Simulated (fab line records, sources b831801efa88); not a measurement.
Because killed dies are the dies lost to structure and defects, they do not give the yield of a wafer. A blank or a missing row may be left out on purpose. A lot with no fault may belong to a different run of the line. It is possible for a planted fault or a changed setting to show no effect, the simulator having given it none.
A struck lot beside a sound one || flow sky130 || 16 out of 708 route steps
Sound: wafers L466.1, L466.2, L466.5. Wafers struck: L480.2, L480.3, L480.5. The cause comes at the end.
Order at every step that has rows: each side's tool, ch and its chambers, its first start. Under that, the readings that differ: sound wafers || struck wafers || difference of the means || sigmas: that difference in standard deviations of wafers without a fault.
alike: words and numbers the same on both sides, and readings whose means are apart by under 2 such deviations; not compared: readings that were withheld, readings missing a value for some wafer, numbers with overlapping values and no deviation given by the record, and bounds like >300 which may hide the same value.
A row with sigmas, a row that says differs or no value, or rows on one side alone: a step with any of these is where the two part. Numbers that don't overlap but have no deviation are shown without sigmas and don't part them. A reading missing from all wafers of one side parts the sides only when that side holds two or more wafers.

first, 1 step without rows for these wafers: SKY_SD_P_DEVELOP_06 (develop time 60 s).
SKY_SD_P_CD_MEAS_07: target cd 380 nm.
  sound: cdSem-02 at day 25 17:29; struck: cdSem-01 at day 30 07:27
  alike: cdNm
SKY_SD_P_OVL_MEAS_08:
  sound: overlay-01 at day 25 17:37; struck: overlay-02 at day 30 07:34
  alike: SD_P_OVL
following that, these wafers have no rows for 1 step: SKY_SD_P_IMPLANT_09.
SKY_SD_P_STRIP_10: strips in O2/N2.
  sound on plasmaAsher-04 ch 0,1, day 25 17:47; struck on plasmaAsher-04 ch 0,1, day 30 07:44
{"reading": "oesProductAu (a.u.)", "sound": "0.621 0.623 0.621", "struck": "0.612 0.611 0.615", "difference": -0.009, "sigmas": -2}
  alike: drypumpMotorCurrentA, stripTimeToEndpointS
  not compared: rfHoursCounterH
SKY_SD_P_TW_MEAS_11:
  sound: filmMetro-04 at day 25 17:53; struck: filmMetro-02 at day 30 07:51
{"reading": "SD_P_TW", "sound": "2861 2884 2853", "struck": "2828 2807 2807", "difference": -52, "sigmas": -3}
then, 6 steps without rows for these wafers: SKY_RES_XHIGH_DEHYDRATE_00 (time 60 s); SKY_RES_XHIGH_HMDS_01 (prime time 60 s); SKY_RES_XHIGH_COAT_02 (resist thk 1140 nm); SKY_RES_XHIGH_SOFTBAKE_03 (time 60 s); SKY_RES_XHIGH_EXPOSE_04 (exposes mask URPM, target cd 1270 nm); SKY_RES_XHIGH_PEB_05.
SKY_RES_XHIGH_DEVELOP_06: develop time 60 s.
  sound on lithoTrack-01 ch 0, day 26 22:59; struck on lithoTrack-01, day 31 11:48
  no value came back on the struck wafers for chillPlateTempC (C), developTimeS (s); on the sound wafers chillPlateTempC (C) reads 22.81 22.84 22.88
following that, these wafers have no rows for 1 step: SKY_RES_XHIGH_IMPLANT_07.
SKY_RES_XHIGH_STRIP_08: strips in O2/N2.
  sound on plasmaAsher-04 ch 0,1, day 26 23:17; struck on plasmaAsher-04 ch 0,1, day 31 12:05
  alike: drypumpMotorCurrentA, oesProductAu, stripTimeToEndpointS
  not compared: rfHoursCounterH
SKY_RES_XHIGH_TW_MEAS_09:
  sound: filmMetro-02 at day 26 23:23; struck: filmMetro-02 at day 31 12:25
{"reading": "RES_XHIGH_TW", "sound": "1640 1649 1650", "struck": "30 30 30", "difference": -1616, "sigmas": "-99 or more"}
  not compared: hold

WHERE THEY PART
Last at SKY_RES_XHIGH_TW_MEAS_09 as far as this record goes, first at SKY_SD_P_STRIP_10.

WHY: what had been put in by the simulator
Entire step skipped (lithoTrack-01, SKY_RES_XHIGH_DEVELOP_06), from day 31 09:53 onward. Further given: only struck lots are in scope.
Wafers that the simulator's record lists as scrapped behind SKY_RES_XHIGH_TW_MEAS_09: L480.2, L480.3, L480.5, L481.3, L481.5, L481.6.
